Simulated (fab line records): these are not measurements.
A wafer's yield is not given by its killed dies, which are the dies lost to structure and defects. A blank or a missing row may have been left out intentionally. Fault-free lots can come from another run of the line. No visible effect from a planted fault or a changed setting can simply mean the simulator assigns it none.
Code-filled problem report in 8D (eight disciplines) form || flow gf180mcu || the parts of the form that need people (team, actions taken, sign-off) are left out

== 1. THE PROBLEM ==
Across 3 wafers from 2 lots, MIM_ALCU_RS at GF_MIM_RS_MEAS_10 averages 0.1432 ohm/sq, while fault-free wafers read 0.1603 ohm/sq with a standard deviation of 0.0018. Measured from the usual mean, that is -9.5 standard deviations.
The step: measures by four-point-probe.
First observed at day 26 01:19: wafer L809.2, on film-metro-02. At this step, 32 wafers from 11 lots have a number in the record. Rule for "out", or "out of limits": more than 4 standard deviations from the usual mean. Any other wafer with a number is counted as sound.

== 2. WHAT IT IS, AND WHAT IT ISN'T ==
{"question": "which readings at this step", "is": "MIM_ALCU_RS", "is not": "-"}
{"question": "which lots", "is": "L809, L812", "is not": "L805, L817, L819, L821, L822, L823, L824, L825, L826"}
{"question": "which wafers of those lots", "is": "L809.2, L809.6, L812.2", "is not": "L809.1, L812.1"}
{"question": "read on which gauges", "is": "film-metro-02, film-metro-03", "is not": "film-metro-01"}
{"question": "when", "is": "from day 26 01:19", "is not": "up to then (4 sound wafers); but 25 sound wafers of L812, L817, L819, L821, L822, L823, L824, L825, L826 came after"}

== 3. THE SUSPECTS, EACH WITH WHAT RULES IT OUT ==
Counting: a tool at a process step up to the reading stays a suspect if it ran every lot that is out. Sound lots after the first of them don't rule it out here, since some wafers of a struck lot are sound.
- the gauge at GF_MIM_RS_MEAS_10 is ruled out. 2 gauges (film-metro-02, film-metro-03) read the wafers that are out.
- rie-diel-04 at GF_V4_ETCH_17 (etches SiO2 in C4F8/O2/Ar, stops on TiN, target depth 630 nm): kept. It ran every lot that is out, first L809 (day 26 01:15). GF_V4_ETCH_17: start missing for some lots; hours and lot order therefore follow GF_MIM_SPUTTER_08.
- pvd-sputter-03 at GF_MIM_SPUTTER_08 (material AlCu, target thk 200 nm, time 10.6 s): kept. Every lot that is out went through it, the first being L809 (day 26 01:15); the last sound lot it ran before that was L805 (day 24 08:25).
What counting leaves: rie-diel-04 at GF_V4_ETCH_17 and pvd-sputter-03 at GF_MIM_SPUTTER_08.

== 4. THE CAUSE (what the simulator had put in) ==
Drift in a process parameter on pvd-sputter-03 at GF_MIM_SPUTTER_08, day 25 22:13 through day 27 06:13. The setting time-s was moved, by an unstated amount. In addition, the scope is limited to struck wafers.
After counting, 2 suspects remain, this tool included.

== 5. THE EFFECT CHAIN, in route order ==
Each row: a reading whose mean over the struck wafers that have a number lies more than 3 standard deviations from the usual. Only readings whose record carries a usual standard deviation are examined. hours: median over the lots of the time between each lot's start at the first step of this table that gives one and its start at this step. sigmas: the change, counted in usual standard deviations.
{"hours": 0, "step": "GF_MIM_RS_MEAS_10", "reading": "MIM_ALCU_RS", "usual": "0.1603 ohm/sq", "on struck wafers": 0.1432, "change": -0.0171, "sigmas": -9.5}
{"hours": 0, "step": "GF_MIM_THK_MEAS_11", "reading": "MIM_ALCU_THK", "usual": "198.0 nm", "on struck wafers": 220.9, "change": "+22.9", "sigmas": "+11"}
{"hours": 23, "step": "GF_MIM_METAL_ETCH_19", "reading": "oes-product-au", "usual": "0.941 a.u.", "on struck wafers": 0.976, "change": "+0.035", "sigmas": "+5.4"}
{"hours": 23, "step": "GF_MIM_METAL_ETCH_19", "reading": "throttle-valve-pct", "usual": "28.284 %", "on struck wafers": 28.246, "change": -0.038, "sigmas": -4.0}
Here are the process steps it includes:
- GF_MIM_METAL_ETCH_19: etches the open film in Cl2/BCl3, stops on Si3N4, target depth 324.5 nm, time 54.1 s.

== 6. HOW IT WOULD HAVE BEEN CAUGHT EARLIER ==
The first out-of-limits reading at a measuring or inspecting step in this record came at day 26 01:19, 3 hours after the fault's start at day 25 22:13.
An alarm limit of 4 standard deviations would not have fired on the tool readings at GF_MIM_SPUTTER_08 for which the record gives a usual standard deviation, since none of them was out on any struck wafer.
Of the lots that are out (2), L812 began GF_MIM_SPUTTER_08 on pvd-sputter-03 after day 26 01:19. A hold on the tool at that time would have spared it.
